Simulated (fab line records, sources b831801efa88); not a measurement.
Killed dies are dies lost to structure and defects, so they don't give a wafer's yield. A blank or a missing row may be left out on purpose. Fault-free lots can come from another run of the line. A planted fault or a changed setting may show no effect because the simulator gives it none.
fab line records -- flow sky130
record lots=15, wafers=45, last_day=50
route steps=708 shown METAL1@434 METAL2@483
lots with no fault: from the same line, run without faults
start_h: the number of hours between the record's first day and the start of the first shown wafer of the lot -- wait_h: hours elapsed since this lot's preceding step -- " identical to the entry in the row above -- L1.1+2: one row covering several wafers at once -- - no value, or no start was given -- * or withheld: withheld -- < > ~ a bound
route shown NAME@n: a module of which the file shows steps, and the number in the route of the first -- usual: the fault-free wafers' mean and standard deviation -- same: alike in all rows -- chamber/n: place in a boat -- sites: each site's reading -- _std_site: standard deviation across them -- _edge_site: inner sites' mean taken away from outer sites' mean -- radius_mm: how far each site lies from the wafer's centre -- mask NAME#n: copy n -- behind: tool/chamber where the wafer was last shaped -- hold: the reason the lot was held/the length of the hold in hours/how it ended -- device: the n, p or np transistor that did not switch -- end of line: tests of these same wafers at the route's end -- a step given without rows: its recipe and nothing more -- killed: dies lost to structure and defects at the first sort, not the wafer's yield -- map: shows each die of a wafer: x if killed, . if not, _ if none is there
set.NAME: the run value of the setting; set.NAME@STEP: its run value at that earlier step -- model.NAME: the simulator's own value behind a step, which no gauge read
a sample of lots followed through the steps of the route, with each step as a table and each wafer as a row
services: when a tool's chamber went out of use (start_h, in hours from the record's first day, below 0 if earlier), for how many hours, and the reason
## steps
# step SKY_METAL1_SPUTTER_00
# recipe material=Ti, target_thk_nm=15, power_w=3000, time_s=10, chamber_pressure_pa=0.4
# usual cathode_dc_power_W=3000.0/0.6, chamber_pressure_pa=0.4000/0.00078, throttle_valve_pct=29.7/1.2
# same time_s=10
lot.wafer,tool,chamber,start_h,wait_h,cathode_dc_power_W,chamber_pressure_pa,throttle_valve_pct
L367.2,pvd_sputter-04,-,745.17,0.2,2999.5,0.3986,28.7
L367.3,pvd_sputter-04,-,745.17,0.2,3000.0,0.4001,30.6
L367.6,pvd_sputter-04,-,745.17,0.2,3000.9,0.4001,30.5
L368.1,pvd_sputter-04,-,754.96,0.2,3000.1,0.4013,28.9
L368.3,pvd_sputter-04,-,754.96,0.2,3000.0,0.3994,30.5
L368.6,pvd_sputter-04,-,754.96,0.2,2999.7,0.4008,29.0
L369.1,pvd_sputter-03,-,762.67,0.2,3000.8,0.4002,26.4
L369.2,pvd_sputter-03,-,762.67,0.2,3000.5,0.4009,30.6
L369.4,pvd_sputter-03,-,762.67,0.2,3000.2,0.3996,30.2
L370.2,pvd_sputter-03,-,779.87,0.1,3000.7,0.4010,29.5
L370.3,pvd_sputter-03,-,779.87,0.1,2999.8,0.4003,30.3
L370.6,pvd_sputter-03,-,779.87,0.1,3000.2,0.3996,30.5
L371.2,pvd_sputter-04,-,780.38,0.2,3000.4,0.4003,28.8
L371.3,pvd_sputter-04,-,780.38,0.2,2999.8,0.4006,30.5
L371.6,pvd_sputter-04,-,780.38,0.2,2999.3,0.4010,29.2
L373.1,pvd_sputter-03,-,804.86,0.1,3000.5,0.3995,30.7
L373.4,pvd_sputter-03,-,804.86,0.1,3000.7,0.4001,30.2
L373.5,pvd_sputter-03,-,804.86,0.1,2999.2,0.3986,30.5
L380.2,pvd_sputter-03,-,856.62,0.1,3000.0,0.4003,30.5
L380.4,pvd_sputter-03,-,856.62,0.1,2999.9,0.3999,30.3
L380.5,pvd_sputter-03,-,856.62,0.1,2999.1,0.4004,30.1
L381.1,pvd_sputter-04,-,859.16,0.2,3000.7,0.3999,30.1
L381.3,pvd_sputter-04,-,859.16,0.2,3000.3,0.3987,29.4
L381.6,pvd_sputter-04,-,859.16,0.2,3000.4,0.4006,30.0
L382.1,pvd_sputter-04,-,869.39,0.2,2999.8,0.4002,29.8
L382.2,pvd_sputter-04,-,869.39,0.2,2999.0,0.4002,29.8
L382.3,pvd_sputter-04,-,869.39,0.2,3000.0,0.4007,30.4
L384.1,pvd_sputter-02,-,879.78,0.2,2999.7,0.3997,31.3
L384.3,pvd_sputter-02,-,879.78,0.2,3000.3,0.4011,28.5
L384.5,pvd_sputter-02,-,879.78,0.2,3000.1,0.3993,30.7
L385.1,pvd_sputter-04,-,884.98,0.1,3000.5,0.4011,28.8
L385.2,pvd_sputter-04,-,884.98,0.1,2999.2,0.3997,29.5
L385.6,pvd_sputter-04,-,884.98,0.1,3000.0,0.3997,30.6
L386.4,pvd_sputter-03,-,891.43,0.2,2999.4,0.4008,29.9
L386.5,pvd_sputter-03,-,891.43,0.2,2999.8,0.4006,29.1
L386.6,pvd_sputter-03,-,891.43,0.2,2998.9,0.3990,26.6
L388.1,pvd_sputter-02,-,910.72,0.2,3000.0,0.4006,31.4
L388.3,pvd_sputter-02,-,910.72,0.2,2999.3,0.4019,28.6
L388.6,pvd_sputter-02,-,910.72,0.2,2999.7,0.4000,29.9
L387.3,pvd_sputter-02,-,915.37,0.1,3000.4,0.4001,30.6
L387.4,pvd_sputter-02,-,915.37,0.1,3000.1,0.3985,28.4
L387.5,pvd_sputter-02,-,915.37,0.1,2999.9,0.4012,31.0
L389.4,pvd_sputter-02,-,919.27,0.2,3000.1,0.3999,31.3
L389.5,pvd_sputter-02,-,919.27,0.2,3000.4,0.4006,30.6
L389.6,pvd_sputter-02,-,919.27,0.2,2999.8,0.3987,28.2
# step SKY_METAL1_SPUTTER_02
# recipe material=AlCu, target_thk_nm=250, power_w=10600, time_s=13.3, chamber_pressure_pa=0.4
# usual cathode_dc_power_W=10600/1.9, chamber_pressure_pa=0.3999/0.00066, throttle_valve_pct=29.7/1.2
# same time_s=13.3
lot.wafer,tool,chamber,start_h,wait_h,cathode_dc_power_W,chamber_pressure_pa,throttle_valve_pct
L367.2,pvd_sputter-04,-,745.21,0.0,10598,0.3990,29.0
L367.3,pvd_sputter-04,-,745.21,0.0,10599,0.4001,30.8
L367.6,pvd_sputter-04,-,745.21,0.0,10600,0.4004,30.7
L368.1,pvd_sputter-04,-,755.01,0.0,10604,0.3995,29.0
L368.3,pvd_sputter-04,-,755.01,0.0,10603,0.3993,30.8
L368.6,pvd_sputter-04,-,755.01,0.0,10599,0.3992,29.0
L369.1,pvd_sputter-03,-,762.72,0.0,10600,0.3988,26.5
L369.2,pvd_sputter-03,-,762.72,0.0,10600,0.3987,30.7
L369.4,pvd_sputter-03,-,762.72,0.0,10598,0.3995,29.8
L370.2,pvd_sputter-03,-,779.91,0.0,10598,0.3993,29.4
L370.3,pvd_sputter-03,-,779.91,0.0,10603,0.3998,30.9
L370.6,pvd_sputter-03,-,779.91,0.0,10598,0.4001,30.4
L371.2,pvd_sputter-04,-,780.43,0.0,10600,0.3982,28.7
L371.3,pvd_sputter-04,-,780.43,0.0,10598,0.3993,30.6
L371.6,pvd_sputter-04,-,780.43,0.0,10599,0.4001,29.5
L373.1,pvd_sputter-03,-,804.90,0.0,10600,0.4014,30.9
L373.4,pvd_sputter-03,-,804.90,0.0,10599,0.4004,30.2
L373.5,pvd_sputter-03,-,804.90,0.0,10597,0.4010,30.8
L380.2,pvd_sputter-03,-,856.66,0.0,10600,0.4002,30.7
L380.4,pvd_sputter-03,-,856.66,0.0,10597,0.3998,30.0
L380.5,pvd_sputter-03,-,856.66,0.0,10600,0.4003,29.8
L381.1,pvd_sputter-04,-,859.21,0.0,10599,0.4003,30.0
L381.3,pvd_sputter-04,-,859.21,0.0,10600,0.4007,29.5
L381.6,pvd_sputter-04,-,859.21,0.0,10600,0.3998,30.2
L382.1,pvd_sputter-04,-,869.43,0.0,10597,0.3994,30.1
L382.2,pvd_sputter-04,-,869.43,0.0,10599,0.4000,29.6
L382.3,pvd_sputter-04,-,869.43,0.0,10597,0.4008,30.7
L384.1,pvd_sputter-02,-,879.83,0.0,10599,0.3995,31.5
L384.3,pvd_sputter-02,-,879.83,0.0,10600,0.3995,28.4
L384.5,pvd_sputter-02,-,879.83,0.0,10601,0.4002,30.8
L385.1,pvd_sputter-04,-,885.03,0.0,10600,0.4001,29.0
L385.2,pvd_sputter-04,-,885.03,0.0,10600,0.4007,29.5
L385.6,pvd_sputter-04,-,885.03,0.0,10599,0.4006,30.9
L386.4,pvd_sputter-03,-,891.48,0.0,10600,0.3999,30.5
L386.5,pvd_sputter-03,-,891.48,0.0,10596,0.4000,29.2
L386.6,pvd_sputter-03,-,891.48,0.0,10602,0.3988,26.6
L388.1,pvd_sputter-02,-,910.77,0.0,10598,0.4000,31.1
L388.3,pvd_sputter-02,-,910.77,0.0,10599,0.3994,28.3
L388.6,pvd_sputter-02,-,910.77,0.0,10600,0.3984,29.9
L387.3,pvd_sputter-02,-,915.42,0.0,10600,0.3994,30.7
L387.4,pvd_sputter-02,-,915.42,0.0,10600,0.3991,28.5
L387.5,pvd_sputter-02,-,915.42,0.0,10603,0.3996,30.8
L389.4,pvd_sputter-02,-,919.31,0.0,10603,0.4000,31.4
L389.5,pvd_sputter-02,-,919.31,0.0,10598,0.4009,30.8
L389.6,pvd_sputter-02,-,919.31,0.0,10596,0.3989,28.4
# step SKY_METAL1_DESCUM_17
# recipe chemistry=O2, source_power_w=150, bias_power_w=0, pressure_mtorr=10, temp_c=40, time_s=8
# usual drypump_motor_current_A=6.1/0.32, oes_product_au=0.991/0.015
# same time_s=8
lot.wafer,tool,chamber,start_h,wait_h,drypump_motor_current_A,oes_product_au,rf_hours_counter_h
L367.2,rie_metal-01,0,772.31,0.0,6.2,0.976,-
L367.3,rie_metal-01,0,772.31,0.0,6.2,0.979,-
L367.6,rie_metal-01,0,772.31,0.0,6.2,0.973,-
L368.1,rie_metal-02,1,782.53,0.0,5.7,0.986,13
L368.3,rie_metal-02,1,782.53,0.0,5.7,0.988,-
L368.6,rie_metal-02,1,782.53,0.0,5.7,0.985,-
L369.1,rie_metal-04,0,789.97,0.0,5.6,0.998,3
L369.2,rie_metal-04,1,789.97,0.0,6.6,1.012,13
L369.4,rie_metal-04,0,789.97,0.0,5.6,0.994,-
L370.2,rie_metal-01,0,807.48,0.0,6.2,0.970,11
L370.3,rie_metal-01,1,807.48,0.0,6.5,1.008,-
L370.6,rie_metal-01,0,807.48,0.0,6.2,0.984,-
L371.2,rie_metal-04,0,808.13,0.0,5.6,0.992,3
L371.3,rie_metal-04,1,808.13,0.0,6.5,0.997,-
L371.6,rie_metal-04,0,808.13,0.0,5.6,0.981,-
L373.1,rie_metal-02,0,831.45,0.0,6.1,0.996,2
L373.4,rie_metal-02,1,831.45,0.0,5.7,0.993,-
L373.5,rie_metal-02,0,831.45,0.0,6.1,0.998,-
L380.2,rie_metal-01,0,882.73,0.0,6.1,0.975,14
L380.4,rie_metal-01,1,882.73,0.0,6.4,0.997,-
L380.5,rie_metal-01,1,882.73,0.0,6.4,1.008,-
L381.1,rie_metal-02,1,885.63,0.0,5.7,0.986,17
L381.3,rie_metal-02,0,885.63,0.0,6.0,0.988,-
L381.6,rie_metal-02,1,885.63,0.0,5.7,0.975,-
L382.1,rie_metal-04,1,895.70,0.0,6.5,0.990,1
L382.2,rie_metal-04,0,895.70,0.0,5.6,0.982,8
L382.3,rie_metal-04,1,895.70,0.0,6.6,0.991,-
L384.1,rie_metal-01,1,906.18,0.0,6.4,1.008,5
L384.3,rie_metal-01,1,906.18,0.0,6.4,1.011,-
L384.5,rie_metal-01,1,906.18,0.0,6.4,1.008,-
L385.1,rie_metal-01,1,911.18,0.0,6.4,1.019,5
L385.2,rie_metal-01,0,911.18,0.0,6.1,0.980,15
L385.6,rie_metal-01,1,911.18,0.0,6.4,1.002,-
L386.4,rie_metal-01,0,917.51,0.0,6.1,0.980,-
L386.5,rie_metal-01,1,917.51,0.0,6.4,1.023,-
L386.6,rie_metal-01,0,917.51,0.0,6.2,0.982,-
L388.1,rie_metal-01,1,936.23,0.0,6.4,1.020,6
L388.3,rie_metal-01,0,936.23,0.0,6.2,0.981,-
L388.6,rie_metal-01,1,936.23,0.0,6.4,1.020,-
L387.3,rie_metal-02,0,941.29,0.0,6.1,1.000,-
L387.4,rie_metal-02,1,941.29,0.0,5.7,0.965,-
L387.5,rie_metal-02,1,941.29,0.0,5.7,0.961,-
L389.4,rie_metal-02,1,944.74,0.0,5.7,0.955,-
L389.5,rie_metal-02,1,944.74,0.0,5.7,0.968,-
L389.6,rie_metal-02,0,944.74,0.0,6.1,0.983,-
# step SKY_METAL2_SPUTTER_00
# recipe material=Ti, target_thk_nm=15, power_w=3000, time_s=10, chamber_pressure_pa=0.4
# usual cathode_dc_power_W=3000.0/0.55, chamber_pressure_pa=0.3999/0.00075, throttle_valve_pct=29.9/0.91, time_s=10/0
lot.wafer,tool,chamber,start_h,wait_h,cathode_dc_power_W,chamber_pressure_pa,throttle_valve_pct,time_s
L367.2,pvd_sputter-02,-,802.02,0.1,2999.8,0.4002,30.7,10
L367.3,pvd_sputter-02,-,802.02,0.1,2999.6,0.4001,29.7,10
L367.6,pvd_sputter-02,-,802.02,0.1,2999.9,0.3996,29.7,10
L368.1,pvd_sputter-04,-,812.64,0.2,3000.6,0.3995,30.7,10
L368.3,pvd_sputter-04,-,812.64,0.2,3001.0,0.4002,29.3,10
L368.6,pvd_sputter-04,-,812.64,0.2,2999.2,0.3994,30.9,10
L369.1,pvd_sputter-04,-,819.95,0.1,2999.5,0.4007,29.4,10
L369.2,pvd_sputter-04,-,819.95,0.1,2999.2,0.3995,28.7,10
L369.4,pvd_sputter-04,-,819.95,0.1,2999.7,0.4002,29.9,10
L370.2,pvd_sputter-02,-,837.26,0.1,2999.2,0.4006,29.6,10
L370.3,pvd_sputter-02,-,837.26,0.1,3000.1,0.4006,31.6,10
L370.6,pvd_sputter-02,-,837.26,0.1,2999.7,0.4007,31.4,10
L371.2,pvd_sputter-04,-,837.57,0.2,3000.0,0.4003,28.6,10
L371.3,pvd_sputter-04,-,837.57,0.2,3000.5,0.4003,29.4,10
L371.6,pvd_sputter-04,-,837.57,0.2,2999.4,0.4000,30.8,10
L373.1,pvd_sputter-01,-,861.04,0.2,3000.3,0.4000,29.6,10
L373.4,pvd_sputter-01,-,861.04,0.2,2999.0,0.3991,29.2,10
L373.5,pvd_sputter-01,-,861.04,0.2,2999.0,0.3997,29.5,10
L380.2,pvd_sputter-04,-,911.63,0.1,-,-,-,-
L380.4,pvd_sputter-04,-,911.63,0.1,-,-,-,-
L380.5,pvd_sputter-04,-,911.63,0.1,-,-,-,-
L381.1,pvd_sputter-01,-,913.93,0.2,-,-,-,-
L381.3,pvd_sputter-01,-,913.93,0.2,-,-,-,-
L381.6,pvd_sputter-01,-,913.93,0.2,-,-,-,-
L382.1,pvd_sputter-01,-,924.23,0.1,-,-,-,-
L382.2,pvd_sputter-01,-,924.23,0.1,-,-,-,-
L382.3,pvd_sputter-01,-,924.23,0.1,-,-,-,-
L384.1,pvd_sputter-04,-,934.60,0.1,2999.7,0.3997,30.8,10
L384.3,pvd_sputter-04,-,934.60,0.1,2999.2,0.4006,29.7,10
L384.5,pvd_sputter-04,-,934.60,0.1,3000.7,0.3996,30.6,10
L385.1,pvd_sputter-04,-,939.15,0.2,3000.3,0.3990,30.6,10
L385.2,pvd_sputter-04,-,939.15,0.2,3000.0,0.3986,29.0,10
L385.6,pvd_sputter-04,-,939.15,0.2,3000.0,0.4001,30.2,10
L386.4,pvd_sputter-04,-,945.65,0.2,3000.7,0.4001,28.9,10
L386.5,pvd_sputter-04,-,945.65,0.2,2999.7,0.4003,29.9,10
L386.6,pvd_sputter-04,-,945.65,0.2,3000.4,0.4000,29.0,10
L388.1,pvd_sputter-04,-,963.34,0.1,3000.8,0.3999,28.7,10
L388.3,pvd_sputter-04,-,963.34,0.1,2999.9,0.3996,29.8,10
L388.6,pvd_sputter-04,-,963.34,0.1,3000.4,0.3983,30.7,10
L387.3,pvd_sputter-04,-,968.66,0.1,3001.1,0.4005,29.7,10
L387.4,pvd_sputter-04,-,968.66,0.1,3000.1,0.4001,30.7,10
L387.5,pvd_sputter-04,-,968.66,0.1,3000.0,0.4008,28.9,10
L389.4,pvd_sputter-02,-,970.25,0.2,2999.9,0.4001,31.5,10
L389.5,pvd_sputter-02,-,970.25,0.2,3000.6,0.4000,31.4,10
L389.6,pvd_sputter-02,-,970.25,0.2,3000.0,0.3993,28.4,10
## services
tool,chamber,start_h,hours,kind
rie_metal-01,1,762.17,-,clean
rie_metal-01,1,762.17,16.6,scheduled_down
rie_metal-01,1,762.17,16.6,vent_cycle
pvd_sputter-02,-,763.17,1.6,repair
rie_metal-02,0,764.36,-,clean
rie_metal-02,0,764.36,18.4,scheduled_down
rie_metal-02,0,764.36,18.4,vent_cycle
rie_metal-02,1,797.27,13.0,repair
pvd_sputter-04,-,797.39,6.3,repair
pvd_sputter-01,-,812.85,0.6,repair
pvd_sputter-02,-,815.32,7.7,repair
rie_metal-02,0,826.93,2.3,repair
rie_metal-04,1,855.88,-,clean
rie_metal-04,1,855.88,16.8,scheduled_down
rie_metal-04,1,855.88,16.8,vent_cycle
pvd_sputter-04,-,878.17,1.7,repair
pvd_sputter-01,-,897.08,3.7,repair
rie_metal-02,1,901.21,-,clean
rie_metal-02,1,901.21,27.0,scheduled_down
rie_metal-02,1,901.21,27.0,vent_cycle
pvd_sputter-04,-,927.74,6.3,repair
pvd_sputter-03,-,931.24,2.2,repair
pvd_sputter-03,-,937.18,2.4,repair
rie_metal-04,0,946.43,21.8,repair
## key
first_sign step=SKY_METAL2_SPUTTER_00, reading=tool_record, direction=missing
effect none on later readings
met_at SKY_METAL2_SPUTTER_00
struck_lots L380,L381,L382
later_rows_left_out L380.2,L380.4,L380.5,L381.1,L381.3,L381.6,L382.1,L382.2,L382.3
sort_left_out L380.2,L380.4,L380.5,L381.1,L381.3,L381.6,L382.1,L382.2,L382.3
not_acting_at SKY_METAL1_SPUTTER_00,SKY_METAL1_SPUTTER_02,SKY_METAL1_DESCUM_17
onset_between 861.04 911.63
fault kind=skipped_step_whole, tool=pvd_sputter-01,pvd_sputter-04, chamber=-, onset_h=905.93, steps=SKY_METAL2_SPUTTER_00, scope=struck_lots_only
# sort_left_out: the simulated sort isn't trusted on such a fault, so these wafers' sort isn't shown, and their yield isn't known
# later_rows_left_out: the simulator's readings of these wafers behind a module that went badly wrong aren't trusted and aren't shown, but for the sort
